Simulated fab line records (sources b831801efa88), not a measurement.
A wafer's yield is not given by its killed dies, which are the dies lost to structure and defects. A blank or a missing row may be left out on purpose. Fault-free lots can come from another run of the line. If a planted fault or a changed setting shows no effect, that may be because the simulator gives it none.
fab line records	flow sky130
record lots=24	wafers=72	last-day=50
route steps=708 shown METAL1@438 METAL2@501 VIA2@509 METAL3@559 VIA3@597 METAL4@630
lots that met no fault: taken from a fault-free run of the same line
start-h: start of the lot's first displayed wafer, in hours after the record's first day	wait-h: time in hours since the lot's previous step	" repeats the value in the row above	L1.1+2: one row covering several wafers at once	- no value, or no start was given	* or withheld: withheld	< > ~ a bound
route shown NAME@n: a module of which the file shows steps, and the number in the route of the first	usual: average and standard deviation across the fault-free wafers	same: alike in all rows	chamber/n: place in a boat	sites: readings site by site	_std_site: the values' standard deviation	_edge_site: outer sites' mean less inner sites'	radius-mm: for every site, how far away it sits from the centre of the wafer	mask NAME#n: copy n	behind: the last tool/chamber to shape the wafer	hold: why the lot went on hold/how many hours it stayed there/how the hold came to an end	device: the transistor (n, p or np) that didn't switch	end of line: at the end of the route, the tests of the same wafers	a step without rows: its recipe alone	killed: at the first sort, the dies lost to defects and structure; wafer yield is something else	map: shows each die of a wafer: x if killed, . if not, _ if none is there
set.NAME: setting as actually run; set.NAME@STEP: the setting as run at that earlier step	model.NAME: the simulator's own value behind a step, which no gauge read
the route's steps for a sample of lots (tables are steps, rows are wafers)
services: a tool's chamber out of use, with start hour (start-h, from the record's first day; less than 0 if before it), hours out, and reason
## steps
# step SKY_METAL1_SPUTTER_04
# recipe material=TiN	target-thk-nm=70	power-w=6500	time-s=58.3	chamber-pressure-pa=0.4
# usual throttle-valve-pct=30.2/1
lot.wafer	tool	chamber	start-h	wait-h	throttle-valve-pct
L074.3	pvd-sputter-01	-	719.93	0.0	28.6
L074.5	"	-	"	"	30.3
L074.6	"	-	"	"	28.8
L075.1	pvd-sputter-03	-	727.42	0.0	31.4
L075.5	"	-	"	"	31.2
L075.6	"	-	"	"	29.8
L076.3	pvd-sputter-04	-	739.05	0.0	29.6
L076.4	"	-	"	"	27.2
L076.6	"	-	"	"	30.8
L077.1	pvd-sputter-03	-	749.91	0.0	31.0
L077.2	"	-	"	"	29.9
L077.4	"	-	"	"	31.1
L078.4	pvd-sputter-04	-	778.31	0.0	26.9
L078.5	"	-	"	"	31.1
L078.6	"	-	"	"	30.6
L080.2	pvd-sputter-03	-	779.88	0.0	31.0
L080.3	"	-	"	"	30.2
L080.6	"	-	"	"	30.0
L079.1	pvd-sputter-03	-	780.93	0.0	31.1
L079.2	"	-	"	"	31.6
L079.6	"	-	"	"	31.6
L081.1	pvd-sputter-04	-	786.20	0.0	30.6
L081.2	"	-	"	"	27.3
L081.6	"	-	"	"	31.0
L082.1	pvd-sputter-03	-	788.89	0.0	31.2
L082.2	"	-	"	"	29.7
L082.4	"	-	"	"	29.6
L083.1	pvd-sputter-03	-	816.94	0.0	31.2
L083.4	"	-	"	"	29.9
L083.6	"	-	"	"	29.7
L085.2	pvd-sputter-03	-	820.63	0.0	31.2
L085.4	"	-	"	"	29.7
L085.6	"	-	"	"	31.2
L084.1	pvd-sputter-01	-	820.98	0.0	30.2
L084.2	"	-	"	"	30.2
L084.3	"	-	"	"	28.3
L086.2	pvd-sputter-04	-	828.32	0.0	27.4
L086.3	"	-	"	"	29.8
L086.4	"	-	"	"	30.5
L087.1	pvd-sputter-04	-	834.54	0.0	27.1
L087.5	"	-	"	"	30.4
L087.6	"	-	"	"	29.6
L088.3	pvd-sputter-01	-	839.22	0.0	30.4
L088.4	"	-	"	"	28.8
L088.6	"	-	"	"	30.3
L089.2	pvd-sputter-03	-	844.15	0.0	29.8
L089.4	"	-	"	"	31.0
L089.5	"	-	"	"	30.0
L090.1	pvd-sputter-01	-	848.42	0.0	29.6
L090.3	"	-	"	"	30.2
L090.5	"	-	"	"	30.0
L091.1	pvd-sputter-01	-	855.89	0.0	28.7
L091.3	"	-	"	"	29.9
L091.6	"	-	"	"	30.5
L092.2	pvd-sputter-03	-	866.79	0.0	29.7
L092.3	"	-	"	"	31.6
L092.6	"	-	"	"	31.7
L093.2	pvd-sputter-03	-	878.54	0.0	31.2
L093.5	"	-	"	"	31.4
L093.6	"	-	"	"	31.3
L094.2	pvd-sputter-01	-	887.84	0.0	29.9
L094.3	"	-	"	"	30.6
L094.5	"	-	"	"	30.3
L095.1	pvd-sputter-01	-	896.11	0.0	29.8
L095.2	"	-	"	"	30.7
L095.6	"	-	"	"	30.4
L096.1	pvd-sputter-03	-	898.37	0.0	29.9
L096.2	"	-	"	"	31.4
L096.4	"	-	"	"	31.1
L097.2	pvd-sputter-01	-	903.76	0.0	30.1
L097.3	"	-	"	"	30.3
L097.4	"	-	"	"	30.6
# step SKY_METAL2_ETCH_18
# recipe chemistry=N2/H2	target=BARC	ion-energy-ev=200	bias-w=100	pressure-mtorr=30	n2-flow-sccm=100	h2-flow-sccm=200	icp-w=500	stop-on=SiO2	time-s=45.9	target-depth-a=600
# usual bias-w=100.03/0.29	drypump-motor-current-A=5.7/0.49	oes-product-au=0.856/0.0054	throttle-valve-pct=13.225/0.0082
lot.wafer	tool	chamber	start-h	wait-h	bias-w	drypump-motor-current-A	oes-product-au	rf-hours-counter-h	throttle-valve-pct
L074.3	rie-metal-02	1	805.19	0.0	99.71	5.6	0.850	-	13.235
L074.5	"	0	"	"	99.90	5.6	0.859	-	13.230
L074.6	"	1	"	"	100.16	5.7	0.850	-	13.226
L075.1	rie-metal-02	0	810.30	0.0	100.20	5.6	0.852	5	13.211
L075.5	"	0	"	"	100.08	5.6	0.856	-	13.221
L075.6	"	1	"	"	100.02	5.6	0.850	-	13.228
L076.3	rie-metal-02	0	823.06	0.0	100.22	5.6	0.856	-	13.234
L076.4	"	1	"	"	99.87	5.7	0.849	-	13.225
L076.6	"	0	"	"	100.50	5.6	0.856	-	13.221
L077.1	rie-metal-04	1	834.32	0.0	99.61	4.9	0.859	12	13.219
L077.2	"	0	"	"	99.41	6.2	0.861	3	13.241
L077.4	"	1	"	"	100.14	4.8	0.855	-	13.221
L078.4	rie-metal-02	0	864.67	0.0	99.44	5.7	0.854	-	13.222
L078.5	"	1	"	"	99.74	5.6	0.854	-	13.235
L078.6	"	0	"	"	99.77	5.7	0.848	-	13.220
L080.2	rie-metal-04	1	865.00	0.0	100.14	4.8	0.847	14	13.230
L080.3	"	1	"	"	100.51	4.9	0.853	-	13.222
L080.6	"	0	"	"	99.92	6.1	0.859	-	13.233
L079.1	rie-metal-02	1	866.66	0.0	100.42	5.7	0.858	2	13.236
L079.2	"	0	"	"	99.93	5.7	0.861	8	13.212
L079.6	"	1	"	"	100.22	5.7	0.863	-	13.229
L081.1	rie-metal-03	1	870.87	0.0	100.60	5.4	0.842	15	13.217
L081.2	"	0	"	"	100.18	6.6	0.857	2	13.239
L081.6	"	0	"	"	99.60	6.6	0.864	-	13.222
L082.1	rie-metal-04	1	872.70	0.0	99.55	4.9	0.841	14	13.239
L082.2	"	0	"	"	99.98	6.2	0.856	5	13.222
L082.4	"	1	"	"	100.08	4.8	0.861	-	13.237
L083.1	rie-metal-03	1	901.37	0.0	100.00	5.4	0.852	17	13.213
L083.4	"	1	"	"	99.84	5.4	0.852	-	13.222
L083.6	"	1	"	"	99.90	5.4	0.861	-	13.230
L085.2	rie-metal-03	1	904.44	0.0	100.19	5.4	0.860	17	13.227
L085.4	"	0	"	"	99.95	6.6	0.851	-	13.230
L085.6	"	0	"	"	99.89	6.6	0.862	-	13.225
L084.1	rie-metal-02	0	905.59	0.1	100.56	5.6	0.861	9	13.217
L084.2	"	0	"	"	99.85	5.6	0.852	-	13.231
L084.3	"	0	"	"	99.98	5.6	0.855	-	13.230
L086.2	rie-metal-04	0	912.41	0.0	100.09	6.2	0.863	7	13.231
L086.3	"	0	"	"	99.81	6.2	0.856	-	13.220
L086.4	"	1	"	"	99.79	4.9	0.858	-	13.220
L087.1	rie-metal-02	1	917.52	0.0	100.29	5.6	0.855	3	13.214
L087.5	"	0	"	"	99.75	5.6	0.852	-	13.224
L087.6	"	1	"	"	100.21	5.6	0.849	-	13.227
L088.3	rie-metal-04	1	922.38	0.0	100.00	4.9	0.857	-	13.222
L088.4	"	0	"	"	100.33	6.1	0.851	-	13.225
L088.6	"	1	"	"	99.60	4.9	0.862	-	13.220
L089.2	rie-metal-02	1	926.87	0.0	99.86	5.6	0.855	4	13.220
L089.4	"	1	"	"	99.65	5.6	0.858	-	13.228
L089.5	"	0	"	"	99.80	5.6	0.849	-	13.241
L090.1	rie-metal-03	1	932.12	0.0	100.20	5.4	0.858	18	13.230
L090.3	"	0	"	"	99.98	6.6	0.867	-	13.235
L090.5	"	1	"	"	99.62	5.4	0.851	-	13.227
L091.1	rie-metal-02	1	938.07	0.0	100.03	5.6	0.858	4	13.235
L091.3	"	0	"	"	100.21	5.7	0.846	-	13.230
L091.6	"	1	"	"	100.26	5.6	0.855	-	13.222
L092.2	rie-metal-04	1	946.12	0.0	100.32	4.8	0.859	18	13.236
L092.3	"	1	"	"	100.11	4.8	0.852	-	13.208
L092.6	"	1	"	"	100.33	4.8	0.853	-	13.236
L093.2	rie-metal-03	0	955.97	0.0	99.92	6.6	0.861	6	13.214
L093.5	"	1	"	"	100.32	5.5	0.856	-	13.243
L093.6	"	0	"	"	99.91	6.6	0.860	-	13.217
L094.2	rie-metal-02	0	964.72	0.0	99.98	5.7	0.858	12	13.225
L094.3	"	0	"	"	100.22	5.6	0.849	-	13.230
L094.5	"	1	"	"	99.99	5.7	0.844	-	13.219
L095.1	rie-metal-02	1	971.80	0.0	99.57	5.6	0.849	6	13.240
L095.2	"	0	"	"	100.11	5.7	0.856	12	13.225
L095.6	"	0	"	"	100.08	5.7	0.849	-	13.223
L096.1	rie-metal-04	1	974.92	0.0	100.27	4.9	0.860	19	13.233
L096.2	"	0	"	"	100.40	6.2	0.861	10	13.222
L096.4	"	0	"	"	100.17	6.2	0.851	-	13.211
L097.2	rie-metal-03	0	980.51	0.0	100.00	6.6	0.851	8	13.224
L097.3	"	1	"	"	100.04	5.4	0.865	-	13.213
L097.4	"	0	"	"	100.20	6.5	0.861	-	13.224
# step SKY_VIA2_CMP_02
# recipe material=SiO2	down-force-psi=4	platen-rpm=60	pad-velocity-m-s=0.94248
# usual motor-current-A=12.3/1.2	slurry-flow-ml-min=149.9/0.48
lot.wafer	tool	chamber	start-h	wait-h	motor-current-A	slurry-flow-ml-min
L074.3	cmp-02	0	806.15	0.1	11.1	150.2
L074.5	"	3	"	"	11.8	149.8
L074.6	"	0	"	"	11.2	151.1
L075.1	cmp-02	1	811.32	0.1	13.4	150.7
L075.6	"	0	"	"	11.2	150.6
L075.5	"	1	"	"	13.6	150.9
L076.4	cmp-01	2	824.06	0.1	10.9	150.8
L076.3	"	0	"	"	13.4	150.0
L076.6	"	2	"	"	11.1	150.5
L077.2	cmp-01	0	835.30	0.1	13.3	148.6
L077.4	"	1	"	"	12.3	149.7
L077.1	"	2	"	"	10.8	149.8
L078.4	cmp-02	2	865.68	0.1	13.4	150.3
L078.5	"	1	"	"	13.2	149.7
L078.6	"	2	"	"	13.0	149.3
L080.2	cmp-01	1	865.99	0.1	13.2	149.0
L080.3	"	3	"	"	10.7	149.7
L080.6	"	1	"	"	12.5	148.8
L079.1	cmp-02	3	867.63	0.1	11.9	150.0
L079.2	"	1	"	"	13.7	150.1
L079.6	"	3	"	"	11.2	150.5
L081.2	cmp-02	2	871.80	0.0	12.7	150.4
L081.1	"	1	"	"	13.8	149.8
L081.6	"	2	"	"	12.7	150.5
L082.1	cmp-01	0	873.64	0.1	14.4	149.3
L082.2	"	1	"	"	13.1	150.0
L082.4	"	2	"	"	11.6	150.2
L083.1	cmp-01	3	902.30	0.1	10.9	150.5
L083.4	"	2	"	"	11.1	150.4
L083.6	"	0	"	"	14.6	150.7
L085.2	cmp-02	0	905.47	0.1	11.1	149.4
L085.4	"	1	"	"	14.1	150.5
L085.6	"	2	"	"	13.6	150.0
L084.2	cmp-02	3	906.72	0.1	11.6	149.8
L084.3	"	0	"	"	10.9	149.6
L084.1	"	1	"	"	13.5	150.2
L086.2	cmp-02	1	913.38	0.0	13.5	149.8
L086.3	"	2	"	"	13.6	150.1
L086.4	"	0	"	"	11.7	150.0
L087.1	cmp-02	0	918.54	0.1	10.9	150.5
L087.6	"	3	"	"	11.3	149.8
L087.5	"	0	"	"	12.1	149.9
L088.3	cmp-02	3	923.29	0.0	11.8	150.2
L088.4	"	1	"	"	14.3	150.1
L088.6	"	3	"	"	11.4	150.4
L089.2	cmp-02	2	927.84	0.0	13.3	149.8
L089.4	"	3	"	"	10.7	149.3
L089.5	"	2	"	"	12.7	149.8
L090.1	cmp-02	1	933.20	0.2	13.3	150.6
L090.3	"	2	"	"	12.8	149.5
L090.5	"	1	"	"	13.8	149.8
L091.3	cmp-02	3	939.01	0.0	11.4	150.0
L091.1	"	2	"	"	13.0	149.8
L091.6	"	3	"	"	10.5	149.6
L092.3	cmp-02	0	947.20	0.2	11.1	149.9
L092.2	"	3	"	"	11.7	150.1
L092.6	"	1	"	"	14.1	149.9
L093.2	cmp-01	1	956.95	0.1	13.4	149.5
L093.5	"	0	"	"	13.7	150.7
L093.6	"	1	"	"	13.3	150.3
L094.2	cmp-02	1	965.71	0.1	14.0	150.1
L094.3	"	3	"	"	11.7	151.0
L094.5	"	1	"	"	13.3	149.4
L095.1	cmp-02	3	974.44	1.8	11.4	150.0
L095.2	"	0	"	"	10.6	149.8
L095.6	"	3	"	"	11.5	149.5
L096.4	cmp-02	0	976.19	0.4	11.4	150.6
L096.2	"	1	"	"	13.7	150.3
L096.1	"	3	"	"	11.5	149.4
L097.3	cmp-02	3	981.56	0.1	10.9	149.4
L097.2	"	0	"	"	11.0	149.4
L097.4	"	1	"	"	13.3	150.0
# step SKY_METAL3_SOFTBAKE_09
# recipe temp-c=100	time-s=92.54	resist=KrF-thick
# usual plate-sensor-t-centre-C=100.88/0.0085	plate-sensor-t-edge-C=100.95/0.01
lot.wafer	tool	chamber	start-h	wait-h	plate-sensor-t-centre-C	plate-sensor-t-edge-C
L074.3	litho-track-02	0	-	-	100.88	100.94
L074.5	"	0	"	"	100.88	100.96
L074.6	"	0	"	"	100.87	100.96
L075.1	litho-track-04	0	-	-	100.89	100.95
L075.5	"	0	"	"	100.88	100.94
L075.6	"	0	"	"	100.9	100.97
L076.3	litho-track-02	0	-	-	100.88	100.95
L076.4	"	0	"	"	100.88	100.94
L076.6	"	0	"	"	100.87	100.95
L077.1	litho-track-02	0	-	-	100.88	100.93
L077.2	"	0	"	"	100.89	100.94
L077.4	"	0	"	"	100.87	100.96
L078.4	litho-track-01	0	-	-	100.89	100.95
L078.5	"	0	"	"	100.89	100.96
L078.6	"	0	"	"	100.88	100.96
L080.2	litho-track-04	0	-	-	100.88	100.96
L080.3	"	0	"	"	100.9	100.97
L080.6	"	0	"	"	100.88	100.95
L079.1	litho-track-01	0	-	-	100.88	100.94
L079.2	"	0	"	"	100.9	100.95
L079.6	"	0	"	"	100.87	100.96
L081.1	litho-track-04	0	-	-	100.9	100.95
L081.2	"	0	"	"	100.89	100.97
L081.6	"	0	"	"	100.88	100.95
L082.1	litho-track-01	0	-	-	100.87	100.97
L082.2	"	0	"	"	100.89	100.96
L082.4	"	0	"	"	100.88	100.94
L083.1	litho-track-04	0	-	-	100.89	100.94
L083.4	"	0	"	"	100.88	100.96
L083.6	"	0	"	"	100.89	100.96
L085.2	litho-track-01	0	-	-	100.9	100.96
L085.4	"	0	"	"	100.88	100.94
L085.6	"	0	"	"	100.89	100.97
L084.1	litho-track-01	0	-	-	100.89	100.95
L084.2	"	0	"	"	100.89	100.96
L084.3	"	0	"	"	100.88	100.94
L086.2	litho-track-04	0	-	-	100.88	100.96
L086.3	"	0	"	"	100.87	100.96
L086.4	"	0	"	"	100.87	100.95
L087.1	litho-track-02	0	-	-	100.89	100.95
L087.5	"	0	"	"	100.88	100.95
L087.6	"	0	"	"	100.88	100.93
L088.3	litho-track-01	0	-	-	100.88	100.97
L088.4	"	0	"	"	100.89	100.96
L088.6	"	0	"	"	100.89	100.95
L089.2	litho-track-02	0	-	-	100.89	100.95
L089.4	"	0	"	"	100.89	100.95
L089.5	"	0	"	"	100.87	100.94
L090.1	litho-track-01	0	-	-	100.88	100.96
L090.3	"	0	"	"	100.89	100.96
L090.5	"	0	"	"	100.88	100.94
L091.1	litho-track-02	0	-	-	100.88	100.95
L091.3	"	0	"	"	100.87	100.97
L091.6	"	0	"	"	100.89	100.95
L092.2	litho-track-01	0	-	-	100.88	100.95
L092.3	"	0	"	"	100.88	100.94
L092.6	"	0	"	"	100.88	100.95
L093.2	litho-track-04	0	-	-	100.9	100.97
L093.5	"	0	"	"	100.88	100.95
L093.6	"	0	"	"	100.88	100.94
L094.2	litho-track-02	0	-	-	100.88	100.95
L094.3	"	0	"	"	100.88	100.95
L094.5	"	0	"	"	100.88	100.95
L095.1	litho-track-02	0	-	-	100.87	100.96
L095.2	"	0	"	"	100.87	100.97
L095.6	"	0	"	"	100.9	100.94
L096.1	litho-track-02	0	-	-	100.87	100.95
L096.2	"	0	"	"	100.87	100.94
L096.4	"	0	"	"	100.87	100.96
L097.2	litho-track-01	0	-	-	100.89	100.94
L097.3	"	0	"	"	100.88	100.96
L097.4	"	0	"	"	100.88	100.96
# step SKY_VIA3_CMP_24
# recipe stop-on=SiO2	t-overpolish-s=20	down-force-psi=3.5	platen-rpm=60	target-thk-nm=0	pad-velocity-m-s=0.94248
# usual motor-current-A=11.4/1.2	overpolish-run-s=19.999/0.0088	slurry-flow-ml-min=150.0/0.48	time-to-endpoint-s=96/3.3
lot.wafer	tool	chamber	start-h	wait-h	motor-current-A	overpolish-run-s	slurry-flow-ml-min	time-to-endpoint-s
L074.3	cmp-02	2	917.92	0.1	12.0	19.997	150.1	104
L074.5	"	1	"	"	12.8	20.013	149.5	102
L074.6	"	2	"	"	12.6	20.002	151.0	101
L075.1	cmp-02	0	924.55	0.2	10.5	19.996	150.7	97
L075.6	"	1	"	"	12.2	19.993	149.6	96
L075.5	"	2	"	"	12.4	20.019	150.4	97
L076.4	cmp-02	2	934.48	0.1	12.1	19.987	150.0	96
L076.3	"	3	"	"	10.2	19.987	149.9	95
L076.6	"	1	"	"	12.7	20.007	150.4	95
L077.1	cmp-01	2	943.56	0.1	9.4	20.002	149.8	97
L077.4	"	3	"	"	10.4	19.988	149.4	95
L077.2	"	0	"	"	13.0	19.983	149.7	99
L078.4	cmp-01	1	971.49	0.1	11.9	20.006	150.2	99
L078.6	"	3	"	"	10.2	19.982	150.8	95
L078.5	"	0	"	"	12.7	19.993	149.8	95
L080.2	cmp-01	1	971.69	0.2	11.5	20.006	149.8	98
L080.3	"	0	"	"	12.6	19.989	150.1	103
L080.6	"	2	"	"	10.4	20.000	150.0	95
L079.1	cmp-01	1	974.84	1.6	11.9	19.999	149.0	95
L079.2	"	3	"	"	10.6	19.999	149.8	94
L079.6	"	2	"	"	10.6	19.997	149.9	95
L081.2	cmp-01	1	976.54	0.0	12.3	20.016	149.8	93
L081.1	"	2	"	"	10.2	19.999	150.6	93
L081.6	"	1	"	"	11.6	19.988	149.7	97
L082.1	cmp-01	3	978.90	0.1	10.2	19.998	150.1	95
L082.4	"	0	"	"	13.2	19.999	150.2	96
L082.2	"	2	"	"	9.8	19.985	150.8	93
L083.4	cmp-02	2	1004.88	0.1	12.0	20.000	149.7	93
L083.1	"	3	"	"	10.4	19.989	149.1	98
L083.6	"	1	"	"	12.8	19.993	150.3	99
L085.2	cmp-01	2	1006.07	0.1	9.7	19.997	149.7	95
L085.4	"	0	"	"	13.2	20.011	150.5	99
L085.6	"	2	"	"	9.7	20.000	150.1	96
L084.2	cmp-02	0	1007.20	0.1	10.4	19.992	150.2	97
L084.3	"	1	"	"	12.6	19.990	150.2	94
L084.1	"	2	"	"	12.3	19.982	150.5	97
L086.4	cmp-01	2	1014.34	0.0	9.7	20.002	149.4	93
L086.3	"	3	"	"	10.0	20.009	149.9	95
L086.2	"	1	"	"	12.0	19.997	150.0	97
L087.1	cmp-01	3	1019.33	0.2	9.7	20.007	150.6	93
L087.6	"	0	"	"	13.2	19.997	149.7	97
L087.5	"	1	"	"	12.2	19.993	150.8	97
L088.3	cmp-01	0	1023.20	0.1	13.0	20.014	150.4	92
L088.4	"	2	"	"	10.2	19.989	149.5	87
L088.6	"	3	"	"	10.6	20.005	150.3	90
L089.4	cmp-02	3	1028.69	0.7	10.1	20.003	150.0	100
L089.2	"	1	"	"	12.3	19.990	150.5	96
L089.5	"	0	"	"	11.0	20.012	150.0	95
L090.1	cmp-02	3	1032.93	0.1	10.5	19.992	150.3	102
L090.3	"	0	"	"	10.3	20.006	150.5	94
L090.5	"	3	"	"	10.0	19.996	149.4	99
L091.1	cmp-01	3	1037.21	0.1	10.4	19.994	149.5	96
L091.3	"	2	"	"	10.3	19.997	148.8	94
L091.6	"	3	"	"	10.4	19.988	149.0	95
L092.2	cmp-02	1	1047.47	0.1	12.8	20.006	150.4	99
L092.3	"	2	"	"	12.1	20.014	149.3	102
L092.6	"	0	"	"	10.6	19.978	150.0	97
L093.2	cmp-02	1	1056.73	0.3	12.6	20.008	150.5	96
L093.6	"	1	"	"	12.2	20.009	150.8	97
L093.5	"	2	"	"	12.5	20.003	150.3	96
L094.3	cmp-02	2	1059.91	0.1	12.3	20.023	149.5	101
L094.2	"	3	"	"	10.6	20.011	150.3	96
L094.5	"	1	"	"	12.9	19.987	149.1	97
L095.1	cmp-01	0	1069.49	0.1	12.9	20.002	149.8	91
L095.2	"	1	"	"	12.2	20.012	150.0	89
L095.6	"	1	"	"	12.6	19.999	149.6	88
L096.1	cmp-01	3	1070.64	0.1	9.7	20.000	150.1	94
L096.2	"	0	"	"	12.8	20.001	149.9	91
L096.4	"	1	"	"	12.1	20.002	149.7	93
L097.3	cmp-02	1	1076.91	0.2	13.4	19.990	149.8	98
L097.4	"	2	"	"	11.4	20.001	150.8	99
L097.2	"	0	"	"	10.4	19.998	150.1	100
# step SKY_METAL4_OVL_MEAS_14
# usual METAL4_OVL=-2/5
lot.wafer	tool	chamber	start-h	wait-h	METAL4_OVL[nm]
L074.3	overlay-02	-	967.10	0.1	1
L074.5	"	-	"	"	7
L074.6	"	-	"	"	2
L075.1	overlay-01	-	973.81	0.1	2
L075.5	"	-	"	"	2
L075.6	"	-	"	"	-2
L076.3	overlay-02	-	982.69	0.1	3
L076.4	"	-	"	"	3
L076.6	"	-	"	"	0
L077.1	overlay-01	-	993.09	0.1	-4
L077.2	"	-	"	"	-4
L077.4	"	-	"	"	1
L078.4	overlay-01	-	1018.50	0.1	-5
L078.5	"	-	"	"	3
L078.6	"	-	"	"	-5
L080.2	overlay-02	-	1019.25	0.1	-3
L080.3	"	-	"	"	-1
L080.6	"	-	"	"	-2
L079.1	overlay-01	-	1023.34	0.1	-9
L079.2	"	-	"	"	-1
L079.6	"	-	"	"	-7
L081.1	overlay-01	-	1024.15	0.1	-2
L081.2	"	-	"	"	-4
L081.6	"	-	"	"	-8
L082.1	overlay-01	-	1027.06	0.1	-7
L082.2	"	-	"	"	2
L082.4	"	-	"	"	8
L083.1	overlay-02	-	1053.64	0.1	-6
L083.4	"	-	"	"	-11
L083.6	"	-	"	"	-5
L085.2	overlay-01	-	1054.01	0.1	-3
L085.4	"	-	"	"	-6
L085.6	"	-	"	"	-5
L084.1	overlay-02	-	1054.60	0.1	-11
L084.2	"	-	"	"	-7
L084.3	"	-	"	"	-8
L086.2	overlay-02	-	1058.10	0.1	0
L086.3	"	-	"	"	-5
L086.4	"	-	"	"	-1
L087.1	overlay-02	-	1061.39	0.1	-1
L087.5	"	-	"	"	-7
L087.6	"	-	"	"	-7
L088.3	overlay-02	-	1065.71	0.1	-1
L088.4	"	-	"	"	-7
L088.6	"	-	"	"	1
L089.2	overlay-01	-	1071.63	0.1	0
L089.4	"	-	"	"	0
L089.5	"	-	"	"	3
L090.1	overlay-02	-	1076.60	0.1	4
L090.3	"	-	"	"	2
L090.5	"	-	"	"	6
L091.1	overlay-02	-	1081.04	0.1	-3
L091.3	"	-	"	"	4
L091.6	"	-	"	"	1
L092.2	overlay-01	-	1088.31	0.1	5
L092.3	"	-	"	"	3
L092.6	"	-	"	"	7
L093.2	overlay-01	-	1099.26	0.1	-4
L093.5	"	-	"	"	0
L093.6	"	-	"	"	-1
L094.2	overlay-01	-	1101.81	0.1	-10
L094.3	"	-	"	"	-9
L094.5	"	-	"	"	-13
L095.1	overlay-02	-	1110.38	0.1	-5
L095.2	"	-	"	"	3
L095.6	"	-	"	"	-9
L096.1	overlay-02	-	1110.99	0.1	-4
L096.2	"	-	"	"	-3
L096.4	"	-	"	"	-5
L097.2	overlay-02	-	1118.14	0.1	6
L097.3	"	-	"	"	2
L097.4	"	-	"	"	3
## services
tool	chamber	start-h	hours	kind
rie-metal-02	1	720.19	1.3	repair
rie-metal-04	-	724.11	14.6	pm
cmp-02	-	731.74	2.2	repair
cmp-02	-	744.00	4.0	pm
pvd-sputter-01	-	744.41	60.3	repair
pvd-sputter-01	-	748.20	5.6	repair
rie-metal-02	1	778.40	13.6	repair
cmp-01	-	781.42	4.2	pm
rie-metal-04	-	811.82	2.8	pm
cmp-01	-	828.92	1.5	repair
cmp-02	-	860.25	0.6	repair
cmp-02	-	890.01	0.8	repair
rie-metal-02	1	905.05	10.4	repair
cmp-02	-	907.97	0.5	repair
cmp-01	-	912.00	4.0	pm
pvd-sputter-01	-	915.19	2.7	repair
pvd-sputter-01	-	923.58	3.6	repair
cmp-02	-	967.95	6.4	pm
cmp-01	-	972.04	1.9	repair
rie-metal-02	-	978.21	2.8	pm
cmp-02	-	1020.13	6.5	pm
cmp-01	-	1026.65	5.8	pm
rie-metal-02	-	1044.76	1.2	repair
rie-metal-02	-	1067.04	14.8	repair
## key
fault none
